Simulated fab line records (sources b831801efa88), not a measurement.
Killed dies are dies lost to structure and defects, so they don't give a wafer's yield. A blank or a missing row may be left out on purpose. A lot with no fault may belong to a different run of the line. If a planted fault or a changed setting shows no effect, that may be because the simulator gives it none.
Problem report, 8D (eight disciplines) form, completed by code    flow sky130    the parts of the form that need people (team, actions taken, sign-off) are left out

## 1. WHAT IS WRONG
Mean POLY_GATE_CVD_00_THK at SKY_POLY_GATE_THK_MEAS_01: 79.2 nm over 6 wafers in 2 lots; fault-free wafers: 179.9 nm, standard deviation 1.6. That puts it -63 standard deviations away from the usual mean.
The first sign was on wafer L417.1 at day 20 03:55, on film_metro-02. At this step, 42 wafers from 14 lots have a number in the record. By rule, "out" or "out of limits" means more than 4 standard deviations away from the usual mean. All remaining wafers that have a number are taken as sound.

## 2. WHAT THIS IS AND IS NOT
question                     is                      is not
which readings at this step  POLY_GATE_CVD_00_THK    -
which lots                   L416, L417              L399, L400, L401, L402, L404, L405, L406, L407, L408, L411, L412, L414
which wafers of those lots   all that have a number  -
read on which gauges         film_metro-02           film_metro-01, film_metro-03
when                         from day 20 03:55       up to then (36 sound wafers)

## 3. SUSPECTS, AND WHAT RULES EACH OUT
Counting: a tool at any process step up to the reading remains a suspect when it ran all the lots that are out and ran no sound lot after the first of those.
- the gauge at SKY_POLY_GATE_THK_MEAS_01: kept. All the wafers that are out were read on film_metro-02, and no step on other tools shows them out.
- lpcvd-01 at SKY_POLY_GATE_CVD_00 (deposits poly-Si, target thk 180 nm, time 720 s): kept. It ran every lot that is out, first L417 (day 20 02:07), and no sound lot after that; its last sound lot up to then is L414 (day 19 03:21).
Remaining after the count are lpcvd-01 at SKY_POLY_GATE_CVD_00 and film_metro-02 at SKY_POLY_GATE_THK_MEAS_01.

## 4. THE CAUSE (what the simulator had put in)
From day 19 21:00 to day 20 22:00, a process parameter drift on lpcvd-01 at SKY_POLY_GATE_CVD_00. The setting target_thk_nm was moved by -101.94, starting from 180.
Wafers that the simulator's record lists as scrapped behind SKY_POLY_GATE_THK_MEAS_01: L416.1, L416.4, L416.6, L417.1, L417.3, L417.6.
Counting leaves 2 suspects; this tool is one of them.

## 5. THE CHAIN OF EFFECTS, in route order
One row per reading whose mean, taken over the struck wafers that have a number, lies over 3 standard deviations from the usual. Only readings for which the record gives a usual standard deviation are gone through. hours: the time from each lot's start at the first step in this table that gives one to its start at this step, as a median over the lots. sigmas: the change in usual standard deviations.
hours  step                       reading               usual     on struck wafers  change  sigmas
0      SKY_POLY_GATE_THK_MEAS_01  POLY_GATE_CVD_00_THK  179.9 nm  79.2              -100.7  -63

## 6. WHAT WOULD HAVE CAUGHT IT SOONER
In this record the first reading out of limits at a measuring or inspecting step was taken at day 20 03:55, 7 hours after the fault began at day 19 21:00.
By day 20 03:55, every lot that is out (2) had started SKY_POLY_GATE_CVD_00 on lpcvd-01. Had the tool been put on hold then, not one of them would have been saved.
